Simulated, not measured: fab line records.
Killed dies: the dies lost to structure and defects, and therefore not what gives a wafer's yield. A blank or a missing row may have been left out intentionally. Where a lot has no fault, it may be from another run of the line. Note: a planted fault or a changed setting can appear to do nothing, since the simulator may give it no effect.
Which of the tools did it? / flow gf180mcu / Sampling: 12 lots, 36 wafers, 4 of 602 route steps

## WHAT THE GAUGES READ, wafer by wafer
GF_STI_THK_MEAS_04. Usual: for STI_CVD_03_THK the level is 207.1 nm and the standard deviation is 1.9.
lot=L161; measured=day 2 04:58; on=film-metro-03; STI_CVD_03_THK (nm)=205.3 207.2 205.6; flag=
lot=L162; measured=day 2 09:51; on=film-metro-04; STI_CVD_03_THK (nm)=207.1 207.2 208.6; flag=
lot=L163; measured=day 2 14:34; on=film-metro-03; STI_CVD_03_THK (nm)=204.2 205.8 205.6; flag=
lot=L165; measured=day 3 01:11; on=film-metro-02; STI_CVD_03_THK (nm)=209.7 208.8 209.3; flag=
lot=L167; measured=day 3 10:34; on=film-metro-03; STI_CVD_03_THK (nm)=206.7 207.1 208.3; flag=
lot=L170; measured=day 4 01:35; on=film-metro-04; STI_CVD_03_THK (nm)=207.1 205.1 207.2; flag=
lot=L171; measured=day 4 06:34; on=film-metro-02; STI_CVD_03_THK (nm)=206.5 208.2 207.0; flag=
lot=L175; measured=day 5 03:36; on=film-metro-02; STI_CVD_03_THK (nm)=209.7 209.2 207.7; flag=
lot=L177; measured=day 5 12:34; on=film-metro-04; STI_CVD_03_THK (nm)=181.7 181.6 180.8; flag=OFF
lot=L178; measured=day 5 17:34; on=film-metro-03; STI_CVD_03_THK (nm)=176.8 175.3 177.4; flag=OFF
lot=L179; measured=day 5 22:59; on=film-metro-04; STI_CVD_03_THK (nm)=208.4 206.4 208.3; flag=
lot=L180; measured=day 6 03:34; on=film-metro-03; STI_CVD_03_THK (nm)=205.6 205.6 207.0; flag=

GF_VT_IMPLANT_RS_MEAS_49: uses a four-point probe to measure. Usual: for MVPSD_RS the level is 1168 ohm/sq and the standard deviation is 3.1.
lot=L161; measured=day 8 08:31; on=film-metro-03; MVPSD_RS (ohm/sq)=1166 1166 1168; flag=
lot=L162; measured=day 8 14:18; on=film-metro-04; MVPSD_RS (ohm/sq)=1168 1171 1168; flag=
lot=L163; measured=day 8 23:53; on=film-metro-03; MVPSD_RS (ohm/sq)=1170 1170 1171; flag=
lot=L165; measured=day 9 12:35; on=film-metro-04; MVPSD_RS (ohm/sq)=1163 1170 1170; flag=
lot=L167; measured=day 9 23:49; on=film-metro-04; MVPSD_RS (ohm/sq)=1169 1169 1171; flag=
lot=L170; measured=day 10 23:53; on=film-metro-04; MVPSD_RS (ohm/sq)=1171 1171 1171; flag=
lot=L171; measured=day 11 07:02; on=film-metro-01; MVPSD_RS (ohm/sq)=1169 1171 1170; flag=
lot=L175; measured=day 12 08:31; on=film-metro-01; MVPSD_RS (ohm/sq)=1172 1171 1170; flag=
lot=L177; measured=day 12 21:39; on=film-metro-01; MVPSD_RS (ohm/sq)=1167 1162 1167; flag=
lot=L178; measured=day 13 02:47; on=film-metro-01; MVPSD_RS (ohm/sq)=1174 1171 1170; flag=
lot=L179; measured=day 13 09:19; on=film-metro-01; MVPSD_RS (ohm/sq)=1169 1172 1173; flag=
lot=L180; measured=day 13 17:44; on=film-metro-03; MVPSD_RS (ohm/sq)=1166 1163 1167; flag=

## WHAT TOOL EACH LOT RAN ON (gives the tool, then ch and the chambers of the sampled wafers, and finally the start)
lot=L161; GF_STI_CVD_03=lpcvd-02 ch 1, day 2 02:58; GF_STI_ETCH_13=rie-diel-04 ch 0,2,3, day 2 17:25
lot=L162; GF_STI_CVD_03=lpcvd-02 ch 0, day 2 07:52; GF_STI_ETCH_13=rie-diel-03 ch 0,2,3, day 2 22:07
lot=L163; GF_STI_CVD_03=lpcvd-01 ch 1, day 2 12:35; GF_STI_ETCH_13=rie-diel-03 ch 0,1, day 3 02:51
lot=L165; GF_STI_CVD_03=lpcvd-01 ch 0, day 2 23:12; GF_STI_ETCH_13=rie-diel-01 ch 2,3, day 3 14:04
lot=L167; GF_STI_CVD_03=lpcvd-02 ch 1, day 3 08:34; GF_STI_ETCH_13=rie-diel-01 ch 0,2,3, day 3 23:46
lot=L170; GF_STI_CVD_03=lpcvd-01 ch 1, day 3 23:34; GF_STI_ETCH_13=rie-diel-04 ch 0,1,2, day 4 14:31
lot=L171; GF_STI_CVD_03=lpcvd-01 ch 0, day 4 04:34; GF_STI_ETCH_13=rie-diel-03 ch 0,1,3, day 4 19:43
lot=L175; GF_STI_CVD_03=lpcvd-02 ch 0, day 5 01:37; GF_STI_ETCH_13=rie-diel-03 ch 1,2, day 5 18:09
lot=L177; GF_STI_CVD_03=lpcvd-02 ch 1, day 5 10:34; GF_STI_ETCH_13=rie-diel-01 ch 0,2,3, day 6 02:39
lot=L178; GF_STI_CVD_03=lpcvd-02 ch 1, day 5 15:34; GF_STI_ETCH_13=rie-diel-04 ch 0,2, day 6 08:52
lot=L179; GF_STI_CVD_03=lpcvd-01 ch 1, day 5 20:58; GF_STI_ETCH_13=rie-diel-03 ch 1,2,3, day 6 13:58
lot=L180; GF_STI_CVD_03=lpcvd-01 ch 1, day 6 01:34; GF_STI_ETCH_13=rie-diel-01 ch 0,1,3, day 6 18:27
- GF_STI_CVD_03: deposits Si3N4 from DCS/NH3, target thk 207.16 nm, time 3551 s.
- GF_STI_ETCH_13: etches the open film in CHF3/O2, stops on Si, target depth 282.31 nm, time 112.9 s.

## AS READ BY THE TOOLS THEMSELVES (means over the sampled wafers that have a number; for cases with no such wafer, the mark the record gives instead)
GF_STI_CVD_03. Usual: spike-tc-centre-C 770.8 C, standard deviation 1.6; spike-tc-top-C 781.1 C, standard deviation 2.1; zone-power-top-pct 27.8 %, standard deviation 2.7.
lot=L161; tool=lpcvd-02; spike-tc-centre-C (C)=772.3; spike-tc-top-C (C)=784.7; zone-power-top-pct (%)=29.9; flag=
lot=L162; tool=lpcvd-02; spike-tc-centre-C (C)=768.8; spike-tc-top-C (C)=779.4; zone-power-top-pct (%)=24.8; flag=
lot=L163; tool=lpcvd-01; spike-tc-centre-C (C)=772.8; spike-tc-top-C (C)=779.3; zone-power-top-pct (%)=29.4; flag=
lot=L165; tool=lpcvd-01; spike-tc-centre-C (C)=769.8; spike-tc-top-C (C)=782.6; zone-power-top-pct (%)=23.2; flag=
lot=L167; tool=lpcvd-02; spike-tc-centre-C (C)=771.4; spike-tc-top-C (C)=783.6; zone-power-top-pct (%)=30.0; flag=
lot=L170; tool=lpcvd-01; spike-tc-centre-C (C)=771.6; spike-tc-top-C (C)=779.2; zone-power-top-pct (%)=29.3; flag=
lot=L171; tool=lpcvd-01; spike-tc-centre-C (C)=769.7; spike-tc-top-C (C)=783.3; zone-power-top-pct (%)=23.1; flag=
lot=L175; tool=lpcvd-02; spike-tc-centre-C (C)=769.4; spike-tc-top-C (C)=778.5; zone-power-top-pct (%)=24.8; flag=
lot=L177; tool=lpcvd-02; spike-tc-centre-C (C)=771.1; spike-tc-top-C (C)=783.2; zone-power-top-pct (%)=29.8; flag=
lot=L178; tool=lpcvd-02; spike-tc-centre-C (C)=771.0; spike-tc-top-C (C)=783.9; zone-power-top-pct (%)=30.0; flag=
lot=L179; tool=lpcvd-01; spike-tc-centre-C (C)=771.0; spike-tc-top-C (C)=779.5; zone-power-top-pct (%)=29.4; flag=
lot=L180; tool=lpcvd-01; spike-tc-centre-C (C)=771.7; spike-tc-top-C (C)=779.6; zone-power-top-pct (%)=29.3; flag=

GF_STI_ETCH_13. Usual: drypump-motor-current-A 5.8 A, standard deviation 0.49; oes-product-au 0.833 a.u., standard deviation 0.0062; throttle-valve-pct 8.809 %, standard deviation 0.0091.
lot=L161; tool=rie-diel-04; drypump-motor-current-A (A)=5.2; oes-product-au (a.u.)=0.827; throttle-valve-pct (%)=8.801; flag=
lot=L162; tool=rie-diel-03; drypump-motor-current-A (A)=5.7; oes-product-au (a.u.)=0.832; throttle-valve-pct (%)=8.798; flag=
lot=L163; tool=rie-diel-03; drypump-motor-current-A (A)=6.1; oes-product-au (a.u.)=0.831; throttle-valve-pct (%)=8.816; flag=
lot=L165; tool=rie-diel-01; drypump-motor-current-A (A)=6.3; oes-product-au (a.u.)=0.841; throttle-valve-pct (%)=8.813; flag=
lot=L167; tool=rie-diel-01; drypump-motor-current-A (A)=6.2; oes-product-au (a.u.)=0.833; throttle-valve-pct (%)=8.809; flag=
lot=L170; tool=rie-diel-04; drypump-motor-current-A (A)=5.5; oes-product-au (a.u.)=0.832; throttle-valve-pct (%)=8.815; flag=
lot=L171; tool=rie-diel-03; drypump-motor-current-A (A)=5.9; oes-product-au (a.u.)=0.834; throttle-valve-pct (%)=8.812; flag=
lot=L175; tool=rie-diel-03; drypump-motor-current-A (A)=6.2; oes-product-au (a.u.)=0.836; throttle-valve-pct (%)=8.814; flag=
lot=L177; tool=rie-diel-01; drypump-motor-current-A (A)=6.2; oes-product-au (a.u.)=0.780; throttle-valve-pct (%)=8.781; flag=OFF
lot=L178; tool=rie-diel-04; drypump-motor-current-A (A)=5.6; oes-product-au (a.u.)=0.767; throttle-valve-pct (%)=8.791; flag=OFF
lot=L179; tool=rie-diel-03; drypump-motor-current-A (A)=5.8; oes-product-au (a.u.)=0.833; throttle-valve-pct (%)=8.821; flag=
lot=L180; tool=rie-diel-01; drypump-motor-current-A (A)=6.0; oes-product-au (a.u.)=0.833; throttle-valve-pct (%)=8.801; flag=

## THE ANSWER, worked out from the rows above alone
Rule: take the mean of a lot's wafers that have a number; if it is more than 3 standard deviations from the usual mean, the lot is off. Also off: a lot with no number at a reading for which 4 or more lots have one. Any other lot the step has rows for is counted as sound. The gauges are gone through in route order, then the tools' own readings, and for those a lot's mean is taken as printed above. The first step at which some lot is off is used, and at that step the reading that is off furthest; a lot without a number counts as furthest.
Off: at GF_STI_THK_MEAS_04 (STI_CVD_03_THK), L177, L178.
If a tool, at a process step before that reading, ran all the lots that are off and no sound lot after the first of them, it fits. Not tried: the gauges at GF_STI_THK_MEAS_04; whatever is off there is also off at GF_STI_ETCH_13, on other tools, and gauge error can't account for it. One fits: GF_STI_CVD_03 on lpcvd-02. A fault onset in the window from L175 (day 5 01:37, its last sound lot) to L177 (day 5 10:34, its first lot off) fits.

## WHAT THE SIMULATOR HAD INSERTED
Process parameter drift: lpcvd-02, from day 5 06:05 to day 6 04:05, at GF_STI_CVD_03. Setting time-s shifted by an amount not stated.
Shown lots that were struck: L177, L178. The rule above reached the same finding.
